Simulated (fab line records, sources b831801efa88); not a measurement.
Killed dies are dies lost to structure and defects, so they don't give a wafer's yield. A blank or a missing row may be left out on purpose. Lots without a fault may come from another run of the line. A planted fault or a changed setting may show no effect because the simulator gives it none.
Which tool did it? | flow sky130 | 24 lots, 72 wafers sampled, at 5 steps of a route of 708

WHAT THE GAUGES READ, wafer by wafer
SKY_METAL1_OVL_MEAS_16. Usual: METAL1_OVL 5 nm, standard deviation 6.
lot  | measured     | on         | METAL1_OVL (nm) | flag
L074 | day 32 06:55 | overlay-01 | 3 8 5           |
L076 | day 33 09:22 | overlay-01 | 0 2 0           |
L075 | day 33 15:31 | overlay-02 | 14 16 9         |
L078 | day 33 22:34 | overlay-02 | 0 -7 4          |
L077 | day 34 03:52 | overlay-02 | 11 0 11         |
L079 | day 34 13:58 | overlay-01 | -3 -7 -8        |
L080 | day 34 16:19 | overlay-01 | -2 -5 3         |
L081 | day 34 21:22 | overlay-02 | 0 8 -2          |
L082 | day 35 03:58 | overlay-02 | -2 2 -1         |
L083 | day 35 08:43 | overlay-01 | 6 10 9          |
L084 | day 36 04:16 | overlay-01 | 12 8 16         |
L085 | day 36 06:16 | overlay-01 | 1 0 2           |
L086 | day 36 06:58 | overlay-02 | 6 5 3           |
L087 | day 36 09:31 | overlay-01 | 6 9 0           |
L088 | day 36 20:31 | overlay-01 | 15 13 16        |
L090 | day 38 03:01 | overlay-01 | 13 11 16        |
L089 | day 38 04:25 | overlay-01 | 11 4 4          |
L091 | day 38 10:19 | overlay-01 | 3 -5 5          |
L093 | day 38 17:31 | overlay-02 | 5 3 5           |
L094 | day 38 18:13 | overlay-01 | 7 -2 4          |
L092 | day 38 19:55 | overlay-02 | 8 10 4          |
L096 | day 39 07:40 | overlay-02 | 3 -2 -3         |
L095 | day 39 09:34 | overlay-01 | 6 11 8          |
L097 | day 39 22:43 | overlay-02 | 13 8 15         |

SKY_VIA2_OVL_MEAS_13. Usual: VIA2_OVL 2 nm, standard deviation 5.6.
lot  | measured     | on         | VIA2_OVL (nm) | flag
L074 | day 35 13:55 | overlay-01 | 0 5 4         |
L076 | day 36 14:22 | overlay-02 | -3 -8 0       |
L075 | day 36 20:46 | overlay-02 | 2 10 3        |
L078 | day 37 03:31 | overlay-01 | 9 8 7         |
L077 | day 37 11:25 | overlay-02 | -8 2 0        |
L079 | day 38 00:43 | overlay-01 | 0 0 1         |
L080 | day 38 01:53 | overlay-01 | 5 3 5         |
L081 | day 38 05:40 | overlay-02 | 3 8 1         |
L082 | day 38 10:22 | overlay-02 | -5 3 0        |
L083 | day 38 17:52 | overlay-02 | 1 2 3         |
L084 | day 39 13:40 | overlay-01 | 12 11 11      |
L085 | day 39 14:19 | overlay-02 | 0 7 3         |
L086 | day 39 14:40 | overlay-02 | 3 8 6         |
L087 | day 39 18:04 | overlay-02 | 3 8 7         |
L088 | day 40 03:04 | overlay-02 | -2 -1 5       |
L090 | day 41 07:28 | overlay-02 | 10 5 9        |
L089 | day 41 10:37 | overlay-02 | 2 0 2         |
L091 | day 41 17:59 | overlay-01 | 1 2 6         |
L093 | day 41 22:37 | overlay-01 | 6 0 6         |
L094 | day 41 23:10 | overlay-02 | 5 4 7         |
L092 | day 42 00:46 | overlay-01 | -5 -7 -8      |
L096 | day 42 12:34 | overlay-02 | -1 3 -3       |
L095 | day 42 13:04 | overlay-01 | 0 1 0         |
L097 | day 43 03:13 | overlay-01 | -13 -13 -13   |

WHICH TOOL RAN EACH LOT (tool, then ch and the chambers of the sampled wafers, then the start)
lot  | SKY_CONTACT_CMP_27            | SKY_METAL1_DESCUM_17              | SKY_VIA1_ETCH_14
L074 | cmp-01 ch 0,3, day 31 02:19   | rie_metal-03 ch 0,1, day 32 06:57 | rie_diel-03 ch 1,2, day 33 11:04
L076 | cmp-02 ch 0,1,3, day 32 06:42 | rie_metal-04 ch 0,1, day 33 09:24 | rie_diel-03 ch 2,3, day 34 11:03
L075 | cmp-01 ch 0,2, day 32 12:37   | rie_metal-04 ch 0,1, day 33 15:34 | rie_diel-04 ch 1,2, day 34 17:18
L078 | cmp-01 ch 2,3, day 32 20:21   | rie_metal-01 ch 0,1, day 33 22:35 | rie_diel-01 ch 2,3, day 34 23:35
L077 | cmp-02 ch 0,1,3, day 33 02:02 | rie_metal-03 ch 0,1, day 34 03:53 | rie_diel-04 ch 0,1, day 35 04:36
L079 | cmp-02 ch 0,2,3, day 33 12:24 | rie_metal-01 ch 0,1, day 34 13:59 | rie_diel-04 ch 1,2,3, day 35 14:44
L080 | cmp-02 ch 1,2,3, day 33 15:28 | rie_metal-03 ch 0,1, day 34 16:20 | rie_diel-03 ch 1,2,3, day 35 16:24
L081 | cmp-01 ch 0,1, day 33 20:12   | rie_metal-03 ch 1, day 34 21:25   | rie_diel-01 ch 1,2, day 35 21:21
L082 | cmp-01 ch 0,2,3, day 34 03:22 | rie_metal-03 ch 1, day 35 03:59   | rie_diel-03 ch 2,3, day 36 05:56
L083 | cmp-02 ch 0,1,2, day 34 09:13 | rie_metal-03 ch 1, day 35 08:46   | rie_diel-04 ch 1,3, day 36 10:57
L084 | cmp-01 ch 0,1,2, day 35 04:09 | rie_metal-03 ch 0,1, day 36 04:17 | rie_diel-03 ch 0,3, day 37 06:29
L085 | cmp-01 ch 1,2,3, day 35 05:34 | rie_metal-01 ch 0,1, day 36 06:18 | rie_diel-04 ch 0,1,3, day 37 06:48
L086 | cmp-02 ch 1,3, day 35 05:38   | rie_metal-03 ch 0, day 36 06:59   | rie_diel-03 ch 0,1,3, day 37 07:36
L087 | cmp-01 ch 1,2,3, day 35 08:34 | rie_metal-03 ch 0,1, day 36 09:32 | rie_diel-03 ch 2,3, day 37 13:24
L088 | cmp-01 ch 0,1,3, day 35 18:22 | rie_metal-04 ch 0,1, day 36 20:33 | rie_diel-01 ch 1,2, day 37 23:49
L090 | cmp-02 ch 0,2, day 36 23:38   | rie_metal-04 ch 0,1, day 38 03:02 | rie_diel-03 ch 2,3, day 39 05:45
L089 | cmp-01 ch 0,1,3, day 37 01:01 | rie_metal-03 ch 0,1, day 38 04:27 | rie_diel-04 ch 0,1,3, day 39 06:42
L091 | cmp-01 ch 2,3, day 37 07:22   | rie_metal-04 ch 0,1, day 38 10:21 | rie_diel-04 ch 1,2,3, day 39 13:23
L093 | cmp-01 ch 0,2,3, day 37 15:43 | rie_metal-01 ch 0,1, day 38 17:32 | rie_diel-01 ch 1,2, day 39 20:15
L094 | cmp-02 ch 0,3, day 37 15:59   | rie_metal-04 ch 0,1, day 38 18:15 | rie_diel-04 ch 0,1,2, day 39 20:47
L092 | cmp-02 ch 0,2,3, day 37 17:46 | rie_metal-03 ch 0,1, day 38 19:57 | rie_diel-01 ch 1,2, day 39 22:05
L096 | cmp-02 ch 0,1,3, day 38 06:04 | rie_metal-03 ch 0,1, day 39 07:41 | rie_diel-01 ch 0,3, day 40 09:51
L095 | cmp-01 ch 0,2,3, day 38 08:27 | rie_metal-01 ch 0,1, day 39 09:35 | rie_diel-03 ch 0,1,2, day 40 11:36
L097 | cmp-01 ch 1,2, day 38 21:58   | rie_metal-04 ch 0,1, day 39 22:44 | rie_diel-01 ch 0,2,3, day 41 00:12
- SKY_CONTACT_CMP_27: polishes, stops on SiO2, t overpolish 15 s, target thk 0 nm.
- SKY_METAL1_DESCUM_17: chemistry O2, time 8 s.
- SKY_VIA1_ETCH_14: etches BARC in N2/H2, stops on SiO2, time 45.9 s, target depth 60 nm.

WHAT THE TOOLS THEMSELVES READ (means of the sampled wafers that have a number; where no wafer has one, the mark that the record gives instead)
SKY_CONTACT_CMP_27. Usual: motor_current_A 11.3 A, standard deviation 0.97; overpolish_run_s 15.000 s, standard deviation 0.01; platen_rpm 60.00 rpm, standard deviation 0.04; retaining_ring_pressure_frac 0.999, standard deviation 0.0047; time_to_endpoint_s 84 s, standard deviation 3.9.
lot  | tool   | motor_current_A (A) | overpolish_run_s (s) | platen_rpm (rpm) | retaining_ring_pressure_frac | time_to_endpoint_s (s) | flag
L074 | cmp-01 | 10.4                | 15.004               | 59.99            | 0.994                        | 89                     |
L076 | cmp-02 | 11.1                | 15.006               | 59.98            | 0.999                        | 84                     |
L075 | cmp-01 | 11.0                | 14.997               | 60.02            | 0.997                        | 82                     |
L078 | cmp-01 | 11.7                | 15.017               | 59.99            | 0.994                        | 79                     |
L077 | cmp-02 | 11.4                | 14.985               | 59.99            | 1.004                        | 84                     |
L079 | cmp-02 | 11.2                | 14.991               | 59.95            | 1.000                        | 81                     |
L080 | cmp-02 | 11.2                | 15.000               | 60.05            | 1.000                        | 81                     |
L081 | cmp-01 | 11.5                | 15.011               | 59.99            | 0.999                        | 86                     |
L082 | cmp-01 | 11.0                | 15.003               | 60.01            | 1.000                        | 80                     |
L083 | cmp-02 | 10.7                | 14.995               | 59.99            | 0.999                        | 83                     |
L084 | cmp-01 | 11.9                | 15.005               | 60.01            | 0.999                        | 88                     |
L085 | cmp-01 | 11.4                | 15.000               | 60.00            | 1.001                        | 88                     |
L086 | cmp-02 | 11.8                | 14.993               | 60.00            | 1.000                        | 82                     |
L087 | cmp-01 | 11.6                | 14.999               | 60.01            | 1.000                        | 84                     |
L088 | cmp-01 | 11.0                | 15.002               | 59.96            | 0.997                        | 83                     |
L090 | cmp-02 | 10.1                | 14.994               | 59.98            | 0.995                        | 83                     |
L089 | cmp-01 | 10.8                | 14.993               | 59.99            | 0.997                        | 85                     |
L091 | cmp-01 | 11.4                | 14.994               | 60.03            | 0.999                        | 81                     |
L093 | cmp-01 | 11.1                | 14.999               | 59.99            | 0.998                        | 84                     |
L094 | cmp-02 | 11.3                | 15.001               | 59.99            | 1.000                        | 81                     |
L092 | cmp-02 | 10.8                | 15.008               | 60.00            | 1.002                        | 80                     |
L096 | cmp-02 | 11.5                | 15.002               | 60.01            | 0.998                        | 85                     |
L095 | cmp-01 | 11.5                | 15.008               | 60.01            | 1.000                        | 89                     |
L097 | cmp-01 | 12.6                | 15.008               | 60.01            | 0.999                        | 85                     |

SKY_METAL1_DESCUM_17. Usual: chamber_pressure_mTorr 9.999 mTorr, standard deviation 0.0093; drypump_motor_current_A 5.8 A, standard deviation 0.4; oes_product_au 0.997 a.u., standard deviation 0.008.
lot  | tool         | chamber_pressure_mTorr (mTorr) | drypump_motor_current_A (A) | oes_product_au (a.u.) | flag
L074 | rie_metal-03 | 9.991                          | 5.8                         | 0.994                 |
L076 | rie_metal-04 | 9.999                          | 5.6                         | 0.993                 |
L075 | rie_metal-04 | 9.993                          | 6.0                         | 0.997                 |
L078 | rie_metal-01 | 10.004                         | 5.7                         | 1.007                 |
L077 | rie_metal-03 | 10.003                         | 5.9                         | 0.995                 |
L079 | rie_metal-01 | 10.004                         | 5.7                         | 1.007                 |
L080 | rie_metal-03 | 10.007                         | 5.8                         | 0.994                 |
L081 | rie_metal-03 | 10.004                         | 5.7                         | 0.996                 |
L082 | rie_metal-03 | 9.994                          | 5.6                         | 0.993                 |
L083 | rie_metal-03 | 9.997                          | 5.7                         | 1.002                 |
L084 | rie_metal-03 | 9.996                          | 5.9                         | 1.008                 |
L085 | rie_metal-01 | 9.993                          | 5.7                         | 0.999                 |
L086 | rie_metal-03 | 10.007                         | 6.0                         | 1.005                 |
L087 | rie_metal-03 | 9.997                          | 5.9                         | 1.000                 |
L088 | rie_metal-04 | 10.013                         | 6.0                         | 0.992                 |
L090 | rie_metal-04 | 10.001                         | 6.0                         | 1.005                 |
L089 | rie_metal-03 | 9.999                          | 5.9                         | 0.991                 |
L091 | rie_metal-04 | 9.990                          | 6.0                         | 0.989                 |
L093 | rie_metal-01 | 9.997                          | 5.7                         | 0.996                 |
L094 | rie_metal-04 | 9.998                          | 6.0                         | 0.993                 |
L092 | rie_metal-03 | 9.999                          | 5.9                         | 1.001                 |
L096 | rie_metal-03 | 9.993                          | 5.9                         | 0.999                 |
L095 | rie_metal-01 | 9.994                          | 5.7                         | 1.001                 |
L097 | rie_metal-04 | 10.006                         | 5.5                         | 0.992                 |

SKY_VIA1_ETCH_14. Usual: chamber_pressure_mTorr 29.99 mTorr, standard deviation 0.031; drypump_motor_current_A 5.7 A, standard deviation 0.39; n2_flow_sccm 99.94 sccm, standard deviation 0.29; oes_product_au 0.854 a.u., standard deviation 0.0047; throttle_valve_pct 13.226 %, standard deviation 0.0093.
lot  | tool        | chamber_pressure_mTorr (mTorr) | drypump_motor_current_A (A) | n2_flow_sccm (sccm) | oes_product_au (a.u.) | throttle_valve_pct (%) | flag
L074 | rie_diel-03 | 30.00                          | 5.8                         | 99.65               | 0.861                 | 13.222                 |
L076 | rie_diel-03 | 29.99                          | 5.8                         | 99.86               | 0.849                 | 13.226                 |
L075 | rie_diel-04 | 30.00                          | 5.9                         | 100.17              | 0.854                 | 13.215                 |
L078 | rie_diel-01 | 29.98                          | 6.3                         | 99.95               | 0.857                 | 13.229                 |
L077 | rie_diel-04 | 29.99                          | 5.5                         | 99.98               | 0.852                 | 13.222                 |
L079 | rie_diel-04 | 29.98                          | 5.7                         | 99.42               | 0.851                 | 13.230                 |
L080 | rie_diel-03 | 29.98                          | 5.8                         | 99.79               | 0.854                 | 13.224                 |
L081 | rie_diel-01 | 29.99                          | 5.9                         | 99.74               | 0.851                 | 13.228                 |
L082 | rie_diel-03 | 30.00                          | 5.8                         | 100.04              | 0.856                 | 13.227                 |
L083 | rie_diel-04 | 29.97                          | 5.6                         | 99.98               | 0.859                 | 13.217                 |
L084 | rie_diel-03 | 29.98                          | 5.5                         | 99.85               | 0.856                 | 13.222                 |
L085 | rie_diel-04 | 30.00                          | 5.5                         | 99.84               | 0.855                 | 13.230                 |
L086 | rie_diel-03 | 30.02                          | 5.7                         | 100.14              | 0.852                 | 13.228                 |
L087 | rie_diel-03 | 30.01                          | 5.8                         | 99.94               | 0.858                 | 13.230                 |
L088 | rie_diel-01 | 29.96                          | 5.7                         | 100.04              | 0.855                 | 13.234                 |
L090 | rie_diel-03 | 30.00                          | 5.8                         | 99.94               | 0.856                 | 13.222                 |
L089 | rie_diel-04 | 29.99                          | 5.5                         | 99.93               | 0.858                 | 13.223                 |
L091 | rie_diel-04 | 29.96                          | 5.7                         | 99.78               | 0.853                 | 13.222                 |
L093 | rie_diel-01 | 29.96                          | 5.6                         | 99.96               | 0.854                 | 13.220                 |
L094 | rie_diel-04 | 30.00                          | 5.7                         | 100.16              | 0.851                 | 13.223                 |
L092 | rie_diel-01 | 30.01                          | 5.7                         | 99.93               | 0.857                 | 13.227                 |
L096 | rie_diel-01 | 30.00                          | 6.1                         | 99.98               | 0.857                 | 13.228                 |
L095 | rie_diel-03 | 29.98                          | 5.7                         | 99.76               | 0.856                 | 13.224                 |
L097 | rie_diel-01 | 29.99                          | 6.2                         | 99.85               | 0.858                 | 13.239                 |

THE ANSWER, worked out from the rows above alone
Rule: a lot is off if the mean of its wafers that have a number lies more than 3 standard deviations from the usual mean. A lot without any number at a reading at which 4 lots or more have one is off too. The other lots that the step has rows for count as sound. The gauges are gone through in route order, then the tools' own readings, and for those a lot's mean is taken as printed above. The first step at which some lot is off is used, and at that step the reading that is off furthest; a lot without a number counts as furthest.
No lot is off at any reading shown: from this, nothing can be told.

WHAT THE SIMULATOR HAD PUT IN
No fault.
